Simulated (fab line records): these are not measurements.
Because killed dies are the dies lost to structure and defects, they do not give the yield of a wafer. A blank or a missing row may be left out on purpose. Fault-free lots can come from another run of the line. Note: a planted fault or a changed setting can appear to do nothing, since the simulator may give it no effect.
Comparing a struck lot with a sound one || flow sky130 || 24 steps out of a route of 708
Sound: these wafers, L325.1, L325.2, L325.3. Wafers L337.1, L337.3, L337.6 were the ones struck. The cause comes at the end.
Order at every step that has rows: each side's tool, ch and its chambers, its first start. Under that, the readings that differ: sound wafers || struck wafers || difference of the means || sigmas: that difference in standard deviations of wafers without a fault.
alike: a reading whose means differ by less than 2 such deviations, as well as words and numbers matching on both sides. not compared: withheld readings; readings where some wafer has no value; bounds like >300 that might hide an equal value; numbers whose values overlap and for which the record gives no deviation.
Wherever a step has rows on one side only, a row that says differs or no value, or a row with sigmas, the two part there. Numbers that don't overlap but have no deviation are shown without sigmas and don't part them. A reading missing from all wafers of one side parts the sides only when that side holds two or more wafers.

first, 6 steps without rows for these wafers: SKY_PWDE_HMDS_01 (prime time 60 s); SKY_PWDE_COAT_02 (resist thk 2957 nm); SKY_PWDE_SOFTBAKE_03; SKY_PWDE_EXPOSE_04 (exposes mask PWDEM, target cd 840 nm); SKY_PWDE_PEB_05; SKY_PWDE_DEVELOP_06 (develop time 60 s).
SKY_PWDE_OVL_MEAS_07:
  sound on overlay-02, day 4 09:38; struck on overlay-02, day 7 06:48
  alike: PWDE_OVL
following that, these wafers have no rows for 1 step: SKY_PWDE_IMPLANT_08.
SKY_PWDE_STRIP_09: strips in O2/N2.
  sound on plasma_asher-01 ch 0,1, day 4 09:49; struck on plasma_asher-04 ch 0, day 7 06:59
  alike: chamber_pressure_mTorr, drypump_motor_current_A, oes_product_au, strip_time_to_endpoint_s
  not compared: rf_hours_counter_h
SKY_PWDE_TW_MEAS_10:
  sound on film_metro-03, day 4 09:55; struck on film_metro-04, day 7 07:05
  alike: PWDE_TW
then, 2 steps without rows for these wafers: SKY_NWELL_DEHYDRATE_03 (time 60 s); SKY_NWELL_HMDS_04 (prime time 60 s).
SKY_NWELL_COAT_05: resist thk 3000 nm.
  sound on litho_track-01 ch 0, day 4 17:58; struck on litho_track-02 ch 0, day 7 16:41
{"reading": "model.coat_of_NWELL_COAT_05.thk_nm (nm)", "sound": "3010 3000 3007", "struck": "1083 1082 1086", "difference": -1922, "sigmas": ""}
then, 3 steps without rows for these wafers: SKY_NWELL_SOFTBAKE_06; SKY_NWELL_EXPOSE_07 (exposes mask NWM, target cd 840 nm); SKY_NWELL_PEB_08.
SKY_NWELL_DEVELOP_09: develop time 60 s.
  sound: litho_track-01 ch 0; struck: litho_track-04 ch 0
{"reading": "model.coat_of_NWELL_COAT_05.thk_nm (nm)", "sound": "3005 2996 3003", "struck": "1079 1078 1081", "difference": -1922, "sigmas": ""}
SKY_NWELL_OVL_MEAS_10:
  sound on overlay-01, day 5 02:49; struck on overlay-02, day 8 02:57
  alike: NWELL_00_OVL
then, 3 steps without rows for these wafers: SKY_NWELL_IMPLANT_11; SKY_NWELL_IMPLANT_12; SKY_NWELL_IMPLANT_13.
SKY_NWELL_STRIP_14: strips in O2/N2.
  sound on plasma_asher-01 ch 0,1, day 5 03:19; struck on plasma_asher-04 ch 0, day 8 03:26
{"reading": "oes_product_au (a.u.)", "sound": "0.720 0.725 0.722", "struck": "0.715 0.710 0.712", "difference": -0.010, "sigmas": -2}
{"reading": "strip_time_to_endpoint_s (s)", "sound": "37.03 36.92 36.98", "struck": "14.43 14.44 14.48", "difference": -22.53, "sigmas": "-99 or more"}
  alike: chamber_pressure_mTorr, drypump_motor_current_A
  not compared: rf_hours_counter_h
SKY_NWELL_TW_MEAS_15:
  sound on film_metro-03, day 5 03:25; struck on film_metro-04, day 8 03:32
  alike: NWELL_TW
-- the record jumps here: 41 days lie between the struck wafers' starts before and after (it left off in module NWELL and takes up again in module PAD_OPEN, whose first step shown is number 708 of the route) --
SKY_PAD_OPEN_PROBE_99:
  sound on prober-02, day 46 07:33; struck on prober-02, day 49 05:17
{"reading": "killed_dies", "sound": "105 94 92", "struck": "73 80 63", "difference": -25, "sigmas": -3}
{"reading": "killed_open", "sound": "63 47 50", "struck": "37 32 42", "difference": -16, "sigmas": -2}
{"reading": "model.etest.pfet_16v.r_on_ohm_um", "sound": "1.49e+04 1.492e+04 1.518e+04", "struck": "1.695e+04 1.65e+04 1.662e+04", "difference": "+1.690e+03", "sigmas": ""}
{"reading": "model.etest.nfet_16v.r_on_ohm_um", "sound": "1.398e+04 1.4e+04 1.412e+04", "struck": "1.34e+04 1.328e+04 1.342e+04", "difference": -6.67e+02, "sigmas": ""}
{"reading": "model.etest.res_nwell.line_ohm_um", "sound": "1185 1172 1183", "struck": "920.7 894.1 898.6", "difference": -275.5, "sigmas": ""}
{"reading": "model.etest.res_nwell.width_nm (nm)", "sound": "833.6 836.3 833.5", "struck": "1035 1026 1022", "difference": "+193", "sigmas": ""}
{"reading": "model.etest.res_iso_pwell.width_nm (nm)", "sound": "2652 2651 2654", "struck": "2519 2538 2534", "difference": -122, "sigmas": ""}
{"reading": "model.etest.pfet_16v.drive_ua_um", "sound": "250.1 250.8 246.3", "struck": "214.2 219.5 219.7", "difference": -31.3, "sigmas": ""}
{"reading": "model.etest.nfet_16v.drive_ua_um", "sound": "222.1 220.8 220", "struck": "228.1 229.6 224.8", "difference": "+6.5", "sigmas": ""}
{"reading": "model.etest.iso_nwell_nwell.leak_log10_a_um", "sound": "-13.79 -13.77 -13.71", "struck": "-10.93 -11.14 -11.13", "difference": "+2.69", "sigmas": ""}
  alike: killed_at_M0_to_M3, killed_at_M4_up, killed_at_contacts, killed_at_front_end, killed_at_other, killed_short

WHERE THEY PART
First at SKY_NWELL_STRIP_14; last, within this record, at SKY_PAD_OPEN_PROBE_99.

WHY: what had been put in by the simulator
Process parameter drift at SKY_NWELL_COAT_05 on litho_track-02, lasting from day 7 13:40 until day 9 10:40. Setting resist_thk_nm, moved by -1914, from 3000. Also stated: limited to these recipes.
